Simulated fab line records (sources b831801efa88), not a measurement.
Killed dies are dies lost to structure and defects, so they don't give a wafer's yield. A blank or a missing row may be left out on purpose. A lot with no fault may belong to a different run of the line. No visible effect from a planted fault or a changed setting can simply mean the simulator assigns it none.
Which of the tools did it?	flow sky130	21 wafers from 7 lots sampled at 2 of the route's 708 steps

## WHAT EACH GAUGE READ, for each wafer
SKY_VT_ADJUST_PCH_TW_MEAS_10.
lot	measured	on	VT_ADJUST_PCH_TW
L360	day 10 15:11	film-metro-03	142.4 143.3 142.3
L362	day 11 10:27	film-metro-02	144.2 143.0 143.5
L364	day 11 23:28	film-metro-03	142.5 141.4 141.8
L367	day 12 23:55	film-metro-02	142.6 143.3 143.0
L371	day 14 02:57	film-metro-03	142.2 142.1 142.2
L376	day 15 17:16	film-metro-02	142.8 143.7 142.1
L382	day 17 20:10	film-metro-03	142.9 143.6 143.2

## WHAT TOOL EACH LOT RAN ON (gives the tool, then ch and the chambers of the sampled wafers, and finally the start)
lot	SKY_VT_ADJUST_PCH_STRIP_09
L360	plasma-asher-04 ch 0,1, day 10 15:04
L362	plasma-asher-03 ch 0,1, day 11 10:20
L364	plasma-asher-03 ch 0,1, day 11 23:22
L367	plasma-asher-04 ch 0,1, day 12 23:49
L371	plasma-asher-02 ch 0,1, day 14 02:52
L376	plasma-asher-02 ch 0,1, day 15 17:10
L382	plasma-asher-03 ch 0,1, day 17 20:04
- SKY_VT_ADJUST_PCH_STRIP_09: strips in O2/N2.

## THE ANSWER, worked out from the rows above alone
Rule: the lots themselves supply what counts as usual. Put in order of their means at a reading, lots are off if they are a third of the lots or fewer, leave a main group of 4 or more, and stand apart from it by a gap of 3 or more times the standard deviation of the main group's means; of several such gaps the widest counts. The tables above print the reading to a certain number of digits; a main group whose means all agree to those digits is not used. Also off: a lot with no number at a reading for which 4 or more lots have one. Any other lot the step has rows for is counted as sound.
Across all readings shown, no lot is off: no conclusion can be drawn from this.

## WHAT THE SIMULATOR HAD PUT IN
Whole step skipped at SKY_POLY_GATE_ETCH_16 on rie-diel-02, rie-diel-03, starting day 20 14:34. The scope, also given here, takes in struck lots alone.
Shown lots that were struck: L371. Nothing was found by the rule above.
